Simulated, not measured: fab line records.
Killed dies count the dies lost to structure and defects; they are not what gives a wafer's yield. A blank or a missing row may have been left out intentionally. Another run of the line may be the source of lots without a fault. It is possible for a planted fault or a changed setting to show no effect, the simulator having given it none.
Which tool did it? / flow gf180mcu / Sampling: 6 lots, 18 wafers, 3 of 602 route steps

WHAT EACH GAUGE READ, for each wafer
GF_VT_IMPLANT_RS_MEAS_48: a four-point-probe measurement.
lot=L981; measured=day 7 20:20; on=filmMetro-04; LVPWELL_RS (ohm/sq)=1200.1 1201.0 1201.6
lot=L983; measured=day 8 10:56; on=filmMetro-01; LVPWELL_RS (ohm/sq)=1193.1 1194.5 1192.9
lot=L987; measured=day 9 11:31; on=filmMetro-04; LVPWELL_RS (ohm/sq)=1196.1 1197.9 1198.3
lot=L995; measured=day 11 16:40; on=filmMetro-01; LVPWELL_RS (ohm/sq)=1196.9 1195.4 1192.5
lot=L998; measured=day 13 08:11; on=filmMetro-02; LVPWELL_RS (ohm/sq)=1197.7 1201.5 1201.6
lot=L101; measured=day 13 15:26; on=filmMetro-02; LVPWELL_RS (ohm/sq)=1199.2 1199.2 1199.3

WHICH TOOL RAN EACH LOT (tool, then ch and the chambers of the sampled wafers, then the start)
lot=L981; GF_STI_ETCH_13=rieDiel-03 ch 0,1,3, day 2 07:53; GF_STI_STRIP_15=plasmaAsher-02 ch 0,1, day 2 08:02
lot=L983; GF_STI_ETCH_13=rieDiel-01 ch 0,2,3, day 2 16:38; GF_STI_STRIP_15=plasmaAsher-03 ch 0,1, day 2 16:47
lot=L987; GF_STI_ETCH_13=rieDiel-03 ch 1,2, day 3 13:10; GF_STI_STRIP_15=plasmaAsher-03 ch 0,1, day 3 13:22
lot=L995; GF_STI_ETCH_13=rieDiel-03 ch 0,1,3, day 5 06:56; GF_STI_STRIP_15=plasmaAsher-03 ch 0,1, day 5 07:05
lot=L998; GF_STI_ETCH_13=rieDiel-01 ch 0,3, day 5 22:11; GF_STI_STRIP_15=plasmaAsher-02 ch 0,1, day 5 22:20
lot=L101; GF_STI_ETCH_13=rieDiel-01 ch 2,3, day 6 15:29; GF_STI_STRIP_15=plasmaAsher-03 ch 0,1, day 6 15:40
- GF_STI_ETCH_13: etches the open film in CHF3/O2, stops on Si, target depth 282.31 nm, time 112.9 s.
- GF_STI_STRIP_15: strips in O2/N2.

THE ANSWER, worked out from the rows above alone
Rule: what is usual is taken from the lots themselves. Put in order of their means at a reading, lots are off if they are a third of the lots or fewer, leave a main group of 4 or more, and stand apart from it by a gap of 3 or more times the standard deviation of the main group's means; of several such gaps the widest counts. Not used: any main group whose means are identical at the precision the tables above print for the reading. Also off: a lot with no number at a reading for which 4 or more lots have one. The other lots that the step has rows for count as sound.
No lot is off at any reading shown: from this, nothing can be told.

WHAT THE SIMULATOR HAD PUT IN
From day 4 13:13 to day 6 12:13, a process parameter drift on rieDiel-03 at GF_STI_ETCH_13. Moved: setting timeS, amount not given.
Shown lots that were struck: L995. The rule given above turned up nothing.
